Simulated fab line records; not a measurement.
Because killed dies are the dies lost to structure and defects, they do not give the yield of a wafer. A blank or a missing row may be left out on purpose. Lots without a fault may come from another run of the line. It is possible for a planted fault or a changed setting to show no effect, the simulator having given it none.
Which tool is to blame? -- flow sky130 -- 21 wafers from 7 lots sampled at 2 of the route's 708 steps

## WHAT EACH GAUGE READ, for each wafer
SKY_VT_ADJUST_HVTP_CD_MEAS_07: target cd 380 nm.
lot,measured,on,cd nm (nm)
L917,day 7 14:39,cd sem-01,379.6 380.2 384.5
L918,day 8 02:51,cd sem-02,381.5 381.2 381.5
L922,day 8 18:57,cd sem-01,372.4 377.2 376.6
L924,day 9 06:33,cd sem-01,373.3 375.6 374.9
L926,day 9 22:24,cd sem-02,384.1 382.0 381.9
L931,day 11 04:30,cd sem-01,367.5 367.3 367.3
L932,day 11 09:25,cd sem-01,376.4 372.8 374.6

## TOOL THAT RAN EACH LOT (tool first, then ch and the chambers of the sampled wafers, then the start)
lot,SKY_VT_ADJUST_HVTP_DEVELOP_06
L917,"litho track-01 ch 0, day 7 14:31"
L918,"litho track-04 ch 0, day 8 02:42"
L922,"litho track-04 ch 0, day 8 18:48"
L924,"litho track-04 ch 0, day 9 06:24"
L926,"litho track-04 ch 0, day 9 22:15"
L931,"litho track-04 ch 0, day 11 04:21"
L932,"litho track-04 ch 0, day 11 09:17"
- SKY_VT_ADJUST_HVTP_DEVELOP_06: develop time 60 s.

## THE ANSWER, worked out from the rows above alone
Rule: usual is defined by the lots themselves. Put in order of their means at a reading, lots are off if they are a third of the lots or fewer, leave a main group of 4 or more, and stand apart from it by a gap of 3 or more times the standard deviation of the main group's means; of several such gaps the widest counts. A main group whose means are all the same, to the digits that the tables above print for the reading, isn't used. Also off: a lot with no number at a reading for which 4 or more lots have one. Any other lot the step has rows for is counted as sound.
No lot is off at any reading shown: from this, nothing can be told.

## WHAT WAS PUT IN BY THE SIMULATOR
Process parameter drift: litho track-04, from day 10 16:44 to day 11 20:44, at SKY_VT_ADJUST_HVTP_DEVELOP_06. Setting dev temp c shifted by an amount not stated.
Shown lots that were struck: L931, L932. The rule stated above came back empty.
